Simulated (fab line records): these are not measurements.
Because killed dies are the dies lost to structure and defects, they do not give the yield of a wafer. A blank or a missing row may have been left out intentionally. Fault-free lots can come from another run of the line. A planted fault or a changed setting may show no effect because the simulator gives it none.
fab line records ; flow sky130 ; part 2 of 2: steps 33 to 44 of 44
record lots=5; wafers=15; last-day=49
route steps=708 shown VT_ADJUST_NCORE@119 VT_ADJUST_HVTR@131 VT_ADJUST_PCH@143 SONOS_TUNNEL@154
lots that met no fault: taken from a fault-free run of the same line
start-h: the number of hours between the record's first day and the start of the first shown wafer of the lot ; wait-h: hours from the lot's prior step to this one ; " unchanged from the row above ; L1.1+2: one row covering several wafers at once ; - no value, or no start was given ; * or withheld: withheld ; < > ~ a bound
route shown NAME@n: names a module that has steps shown in the file, with the first one's number in the route ; usual: mean/standard deviation taken from wafers without a fault ; same: alike in all rows ; chamber/n: place in a boat ; sites: each site's reading ; _std_site: the standard deviation of these ; _edge_site: mean of outer sites minus mean of inner sites ; radius-mm: for every site, how far away it sits from the centre of the wafer ; mask NAME#n: copy n ; behind: the most recent tool/chamber to have shaped the wafer ; hold: why the lot was held/for how many hours/how that ended ; device: names the non-switching transistor (n, p or np) ; end of line: the route-end tests of the same wafers ; where a step has no rows: the recipe by itself ; killed: at the first sort, the dies lost to defects and structure; wafer yield is something else ; map: per-die view of a wafer (x killed, . not killed, _ where there is no die)
set.NAME: the setting the step ran with; set.NAME@STEP: the setting that earlier step ran with ; model.NAME: the simulator's own value behind a step, which no gauge read
a table for each step, a row for each wafer; lots at some steps of the route
services: when a tool's chamber went out of use (start-h, in hours from the record's first day, below 0 if earlier), for how many hours, and the reason
## steps
# step SKY_VT_ADJUST_PCH_IMPLANT_08
# recipe species=B; energy-kev=10; dose-cm2=5e+11; tilt-deg=withheld
# usual end-station-pressure-torr=5e-06/3e-07
# same implant-ion-amu=11
lot.wafer;tool;chamber;start-h;wait-h;end-station-pressure-torr
L075.3;implanter-03;0;230.96;0.1;4.56e-06
L075.4;implanter-03;0;230.96;0.1;4.64e-06
L075.5;implanter-03;0;230.96;0.1;5.16e-06
L078.2;implanter-01;0;246.42;0.0;5.32e-06
L078.4;implanter-01;0;246.42;0.0;4.92e-06
L078.6;implanter-01;0;246.42;0.0;5.09e-06
L088.1;implanter-01;0;330.11;0.0;4.59e-06
L088.3;implanter-01;0;330.11;0.0;5.68e-06
L088.6;implanter-01;0;330.11;0.0;5.21e-06
L092.3;implanter-02;0;357.91;0.1;5.35e-06
L092.4;implanter-02;0;357.91;0.1;4.94e-06
L092.5;implanter-02;0;357.91;0.1;5.46e-06
L094.2;implanter-02;0;370.39;0.0;5.4e-06
L094.4;implanter-02;0;370.39;0.0;4.76e-06
L094.5;implanter-02;0;370.39;0.0;5.02e-06
# step SKY_VT_ADJUST_PCH_STRIP_09
# recipe chemistry=O2/N2; power-w=1400; pressure-mtorr=1500; platen-temp-c=withheld; o2-flow-sccm=3000; n2-flow-sccm=300; overash-fraction=0.5
# usual drypump-motor-current-A=5.4/0.42; oes-product-au=0.723/0.0042; strip-time-to-endpoint-s=36.92/0.096
lot.wafer;tool;chamber;start-h;wait-h;drypump-motor-current-A;oes-product-au;rf-hours-counter-h;strip-time-to-endpoint-s
L075.3;plasma-asher-01;0;231.10;0.1;6.0;0.722;-;36.86
L075.4;plasma-asher-01;1;231.10;0.1;5.8;0.719;-;36.92
L075.5;plasma-asher-01;1;231.10;0.1;5.7;0.723;-;36.85
L078.2;plasma-asher-04;0;246.54;0.1;5.6;0.713;56;36.91
L078.4;plasma-asher-04;1;246.54;0.1;5.7;0.724;-;36.96
L078.6;plasma-asher-04;0;246.54;0.1;5.6;0.719;-;36.99
L088.1;plasma-asher-03;0;330.26;0.1;4.9;0.728;20;36.80
L088.3;plasma-asher-03;1;330.26;0.1;5.0;0.723;-;36.70
L088.6;plasma-asher-03;1;330.26;0.1;5.0;0.722;-;36.67
L092.3;plasma-asher-04;1;358.04;0.1;5.7;0.719;-;36.90
L092.4;plasma-asher-04;0;358.04;0.1;5.6;0.727;-;36.92
L092.5;plasma-asher-04;1;358.04;0.1;5.7;0.720;-;36.96
L094.2;plasma-asher-01;0;370.51;0.1;6.0;0.720;54;36.90
L094.4;plasma-asher-01;0;370.51;0.1;6.0;0.727;-;36.94
L094.5;plasma-asher-01;1;370.51;0.1;5.7;0.726;-;36.97
# step SKY_VT_ADJUST_PCH_TW_MEAS_10
# usual VT_ADJUST_PCH_TW=142.0/0.9
lot.wafer;tool;chamber;start-h;wait-h;VT_ADJUST_PCH_TW
L075.3;film-metro-02;-;231.18;0.1;142.9
L075.4;film-metro-02;-;231.18;0.1;143.3
L075.5;film-metro-02;-;231.18;0.1;143.7
L078.2;film-metro-02;-;246.65;0.1;143.3
L078.4;film-metro-02;-;246.65;0.1;142.1
L078.6;film-metro-02;-;246.65;0.1;143.6
L088.1;film-metro-03;-;330.36;0.1;140.7
L088.3;film-metro-03;-;330.36;0.1;140.1
L088.6;film-metro-03;-;330.36;0.1;141.5
L092.3;film-metro-01;-;358.13;0.1;140.9
L092.4;film-metro-01;-;358.13;0.1;141.2
L092.5;film-metro-01;-;358.13;0.1;140.9
L094.2;film-metro-03;-;370.62;0.1;142.6
L094.4;film-metro-03;-;370.62;0.1;142.2
L094.5;film-metro-03;-;370.62;0.1;142.8
# step SKY_SONOS_TUNNEL_DEHYDRATE_00
# recipe temp-c=200; time-s=60
# same time-s=60
lot.wafer;tool;chamber;start-h;wait-h
L075.3+4+5;litho-track-01;0;241.72;10.5
L078.2+4+6;litho-track-01;0;256.90;10.2
L088.1+3+6;litho-track-01;0;343.62;13.3
L092.3+4+5;litho-track-04;0;371.58;13.4
L094.2+4+5;litho-track-03;0;384.44;13.8
# step SKY_SONOS_TUNNEL_HMDS_01
# recipe prime-time-s=60; prime-temp-c=120
# same prime-time-s=60
lot.wafer;tool;chamber;start-h;wait-h
L075.3+4+5;litho-track-01;0;241.87;0.1
L078.2+4+6;litho-track-01;0;257.05;0.1
L088.1+3+6;litho-track-01;0;343.77;0.1
L092.3+4+5;litho-track-04;0;371.73;0.1
L094.2+4+5;litho-track-03;0;384.59;0.1
# step SKY_SONOS_TUNNEL_COAT_02
# recipe resist=NOVOLAK; spin-rpm=3000; resist-thk-nm=1140
lot.wafer;tool;chamber;start-h;wait-h
L075.3+4+5;litho-track-01;0;242.02;0.1
L078.2+4+6;litho-track-01;0;257.20;0.1
L088.1+3+6;litho-track-01;0;343.92;0.1
L092.3+4+5;litho-track-04;0;371.88;0.1
L094.2+4+5;litho-track-03;0;384.74;0.1
# step SKY_SONOS_TUNNEL_SOFTBAKE_03
# recipe temp-c=90; time-s=60; resist=NOVOLAK
# same time-s=60
lot.wafer;tool;chamber;start-h;wait-h
L075.3+4+5;litho-track-01;0;242.17;0.1
L078.2+4+6;litho-track-01;0;257.35;0.1
L088.1+3+6;litho-track-01;0;344.07;0.1
L092.3+4+5;litho-track-04;0;372.03;0.1
L094.2+4+5;litho-track-03;0;384.89;0.1
# step SKY_SONOS_TUNNEL_EXPOSE_04
# recipe mask-id=TUNM; na=0.6; source-shape=conventional; sigma-outer=0.6; polarization=unpolarized; target-cd-nm=410; dose-mj=136
# usual exposure-dose-mJ-cm2=136.01/0.15
# same na=0.6
lot.wafer;tool;chamber;start-h;wait-h;mask;exposure-dose-mJ-cm2
L075.3;iline-stepper-01;0;-;-;TUNM#0;136.17
L075.4;iline-stepper-01;0;-;-;TUNM#0;136.07
L075.5;iline-stepper-01;0;-;-;TUNM#0;136.19
L078.2;iline-stepper-01;0;-;-;TUNM#0;135.81
L078.4;iline-stepper-01;0;-;-;TUNM#0;135.82
L078.6;iline-stepper-01;0;-;-;TUNM#0;135.98
L088.1;iline-stepper-01;0;-;-;TUNM#0;136.29
L088.3;iline-stepper-01;0;-;-;TUNM#0;136.10
L088.6;iline-stepper-01;0;-;-;TUNM#0;135.95
L092.3;iline-stepper-02;0;-;-;TUNM#0;136.14
L092.4;iline-stepper-02;0;-;-;TUNM#0;136.24
L092.5;iline-stepper-02;0;-;-;TUNM#0;136.15
L094.2;iline-stepper-01;0;-;-;TUNM#0;135.99
L094.4;iline-stepper-01;0;-;-;TUNM#0;136.18
L094.5;iline-stepper-01;0;-;-;TUNM#0;136.19
# step SKY_SONOS_TUNNEL_PEB_05
# recipe temp-c=withheld; time-s=*; resist=NOVOLAK
# same time-s=*
lot.wafer;tool;chamber;start-h;wait-h
L075.3+4+5;litho-track-04;0;-;-
L078.2+4+6;litho-track-01;0;-;-
L088.1+3+6;litho-track-03;0;-;-
L092.3+4+5;litho-track-01;0;-;-
L094.2+4+5;litho-track-01;0;-;-
# step SKY_SONOS_TUNNEL_DEVELOP_06
# recipe resist=NOVOLAK; developer=TMAH; develop-time-s=60; dev-temp-c=23
lot.wafer;tool;chamber;start-h;wait-h
L075.3+4+5;litho-track-04;0;252.43;0.1
L078.2+4+6;litho-track-01;0;268.35;0.1
L088.1+3+6;litho-track-03;0;357.06;0.1
L092.3+4+5;litho-track-01;0;385.97;0.1
L094.2+4+5;litho-track-01;0;398.60;0.1
# step SKY_SONOS_TUNNEL_CD_MEAS_07
# recipe target-cd-nm=410
# usual cd-nm=411.1/2
lot.wafer;tool;chamber;start-h;wait-h;cd-nm
L075.3;cd-sem-01;-;252.69;0.2;410.3
L075.4;cd-sem-01;-;252.69;0.2;412.1
L075.5;cd-sem-01;-;252.69;0.2;409.8
L078.2;cd-sem-01;-;268.49;0.1;412.2
L078.4;cd-sem-01;-;268.49;0.1;413.8
L078.6;cd-sem-01;-;268.49;0.1;413.1
L088.1;cd-sem-01;-;357.21;0.1;407.9
L088.3;cd-sem-01;-;357.21;0.1;411.9
L088.6;cd-sem-01;-;357.21;0.1;407.6
L092.3;cd-sem-01;-;386.11;0.1;411.0
L092.4;cd-sem-01;-;386.11;0.1;411.7
L092.5;cd-sem-01;-;386.11;0.1;412.1
L094.2;cd-sem-02;-;398.74;0.1;413.3
L094.4;cd-sem-02;-;398.74;0.1;412.2
L094.5;cd-sem-02;-;398.74;0.1;411.9
# step SKY_SONOS_TUNNEL_OVL_MEAS_08
# usual SONOS_TUNNEL_OVL=0.6/1.3
lot.wafer;tool;chamber;start-h;wait-h;SONOS_TUNNEL_OVL[nm]
L075.3;overlay-02;-;252.78;0.1;-0.4
L075.4;overlay-02;-;252.78;0.1;-1.4
L075.5;overlay-02;-;252.78;0.1;0.0
L078.2;overlay-02;-;268.60;0.1;-1.2
L078.4;overlay-02;-;268.60;0.1;-0.9
L078.6;overlay-02;-;268.60;0.1;-1.9
L088.1;overlay-01;-;357.33;0.1;0.1
L088.3;overlay-01;-;357.33;0.1;-2.1
L088.6;overlay-01;-;357.33;0.1;0.2
L092.3;overlay-01;-;386.20;0.1;0.9
L092.4;overlay-01;-;386.20;0.1;-0.4
L092.5;overlay-01;-;386.20;0.1;1.2
L094.2;overlay-02;-;398.85;0.1;-0.5
L094.4;overlay-02;-;398.85;0.1;-0.8
L094.5;overlay-02;-;398.85;0.1;0.7
## services
tool;chamber;start-h;hours;kind
plasma-asher-02;-;167.08;0.9;repair
plasma-asher-03;-;171.04;0.9;repair
implanter-03;-;202.02;2.9;repair
iline-stepper-02;-;220.34;1.7;pm
iline-stepper-02;-;240.53;8.9;pm
implanter-02;-;244.37;4.0;repair
implanter-03;-;244.53;11.1;pm
implanter-02;-;245.21;1.7;repair
plasma-asher-04;-;258.29;1.2;repair
plasma-asher-01;-;262.23;5.1;repair
implanter-02;-;267.84;4.0;pm
plasma-asher-03;-;273.48;0.4;repair
iline-stepper-01;-;276.49;2.1;pm
implanter-03;-;295.72;2.9;repair
implanter-01;-;299.41;6.6;pm
iline-stepper-01;-;307.06;11.4;repair
plasma-asher-01;-;321.18;0.5;repair
iline-stepper-01;-;331.09;1.7;pm
plasma-asher-04;-;331.88;2.0;repair
plasma-asher-04;-;339.27;4.0;repair
implanter-01;-;341.84;221.0;pm
plasma-asher-04;-;346.81;2.8;pm
iline-stepper-01;-;355.30;11.9;repair
implanter-02;-;375.42;3.0;repair
